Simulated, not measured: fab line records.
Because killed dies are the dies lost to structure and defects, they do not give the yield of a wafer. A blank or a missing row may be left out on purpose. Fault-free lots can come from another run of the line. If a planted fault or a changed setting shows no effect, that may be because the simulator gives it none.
Lot-split experiment + flow gf180mcu + 5 lots, 23 wafers read, on a route of 602 steps

== THE SPLIT ITSELF ==
At GF_V2_COAT_09 (resist thk 1000 nm), the setting resist thk nm was moved away from the recipe's 1000 nm on 10 of the 23 wafers read, by -4.8% to +3.0%. The other wafers ran this setting at the recipe's value.

== FROM THE SPLIT TO THE READING: what the file shows between them, 2 steps ==
- GF_V2_ETCH_16: etches BARC in N2/H2 (also split here: ion energy ev)
- GF_V2_ETCH_17: etches SiO2 in C4F8/O2/Ar, stops on TiN, target depth 630 nm

== THE READING ==
oes product au, in a.u., at GF_V2_STRIP_18 (strips in O2/N2). Fault-free wafers of this fab line usually give 0.593 a.u., standard deviation 0.0045 a.u.

| wafer  | tool, chamber at the split | resist thk nm as run, nm | against the recipe | oes product au, a.u. | against lot-mates on the recipe |
|--------|----------------------------|--------------------------|--------------------|----------------------|---------------------------------|
| L080.1 | litho track-04, 0          | 1000                     | recipe             | 0.597                | -                               |
| L080.2 | litho track-04, 0          | 952                      | -4.8%              | 0.575                | -0.017                          |
| L080.3 | litho track-04, 0          | 952                      | -4.8%              | 0.567                | -0.025                          |
| L080.5 | litho track-04, 0          | 1000                     | recipe             | 0.587                | -                               |
| L080.6 | litho track-04, 0          | 1000                     | recipe             | 0.593                | -                               |
| L082.1 | litho track-01, 0          | 1028                     | +2.8%              | 0.601                | +0.013                          |
| L082.3 | litho track-01, 0          | 1028                     | +2.8%              | 0.599                | +0.011                          |
| L082.4 | litho track-01, 0          | 1000                     | recipe             | 0.585                | -                               |
| L082.5 | litho track-01, 0          | 1028                     | +2.8%              | 0.608                | +0.020                          |
| L082.6 | litho track-01, 0          | 1000                     | recipe             | 0.591                | -                               |
| L083.2 | litho track-04, 0          | 1000                     | recipe             | 0.592                | -                               |
| L083.3 | litho track-04, 0          | 1000                     | recipe             | 0.598                | -                               |
| L083.4 | litho track-04, 0          | 1030                     | +3.0%              | 0.610                | +0.015                          |
| L083.5 | litho track-04, 0          | 1030                     | +3.0%              | 0.604                | +0.009                          |
| L083.6 | litho track-04, 0          | 1000                     | recipe             | 0.596                | -                               |
| L084.3 | litho track-01, 0          | 1000                     | recipe             | 0.595                | -                               |
| L084.4 | litho track-01, 0          | 1000                     | recipe             | 0.589                | -                               |
| L084.6 | litho track-01, 0          | 1000                     | recipe             | 0.593                | -                               |
| L085.2 | litho track-04, 0          | 1021                     | +2.1%              | 0.606                | +0.007                          |
| L085.3 | litho track-04, 0          | 1021                     | +2.1%              | 0.614                | +0.015                          |
| L085.4 | litho track-04, 0          | 1021                     | +2.1%              | 0.602                | +0.003                          |
| L085.5 | litho track-04, 0          | 1000                     | recipe             | 0.594                | -                               |
| L085.6 | litho track-04, 0          | 1000                     | recipe             | 0.605                | -                               |

FIT RESULTS
A straight line over all 23 wafers: oes product au changes by +0.00457 a.u. for each +1% of resist thk nm; r = +0.88; the points scatter about the line by 0.0053 a.u.
The same after taking each lot's own level away (the mean of its wafers on the recipe; 23 wafers): +0.00444 a.u. for each +1%; r = +0.92; scatter 0.0042 a.u.
The reading moves by 0.021 a.u. for the largest change in resist thk nm, on that fit.
Across the lots, their own levels run from 0.5880 to 0.5995 a.u., a range of 2.6 times the standard deviation given above.
The two slopes are in agreement: the lot-to-lot level therefore moves the slope only a little.
Check: -0.0234 a.u. against its lot-mates is what the line predicts for one of the wafers moved furthest among these (-4.8%) when that wafer is left out of the fit. It came out at -0.0173 a.u. against them.

== THE OTHER SPLITS THESE WAFERS WENT THROUGH ==
Before the reading, these wafers also passed through other splits. Each is held against what the fit with the lots' levels taken away leaves over:
| other split on the same wafers | wafers away from the commonest value | r with oes product au (lot level and that fit taken away) |
|--------------------------------|--------------------------------------|-----------------------------------------------------------|
| GF_V1_ETCH_17 source w         | 9                                    | -0.16                                                     |
| GF_M2_SPUTTER_00 power w       | 8                                    | +0.17                                                     |
| GF_M2_SPUTTER_02 time s        | 6                                    | +0.14                                                     |
| GF_M2_EXPOSE_11 dose mj        | 7                                    | +0.08                                                     |
| GF_V2_ETCH_16 ion energy ev    | 5                                    | -0.45                                                     |

== THE WHOLE CHAIN: every reading that the file lists as answering this split, in the file's order ==
| step           | what it does       | reading                                                                   | change (the file's fit)                   | r (the file's) |
|----------------|--------------------|---------------------------------------------------------------------------|-------------------------------------------|----------------|
| GF_V2_COAT_09  | resist thk 1000 nm | KrF_of_V2_COAT_09.thk nm (the simulator's own value, which no gauge read) | +10.1 nm for each +1% of the setting      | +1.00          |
| GF_V2_STRIP_18 | strips in O2/N2    | oes product au                                                            | +0.00436 a.u. for each +1% of the setting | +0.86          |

== THE FILE'S OWN FIT ==
oes product au changes by +0.00436 a.u. for each +1% of resist thk nm, r = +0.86.
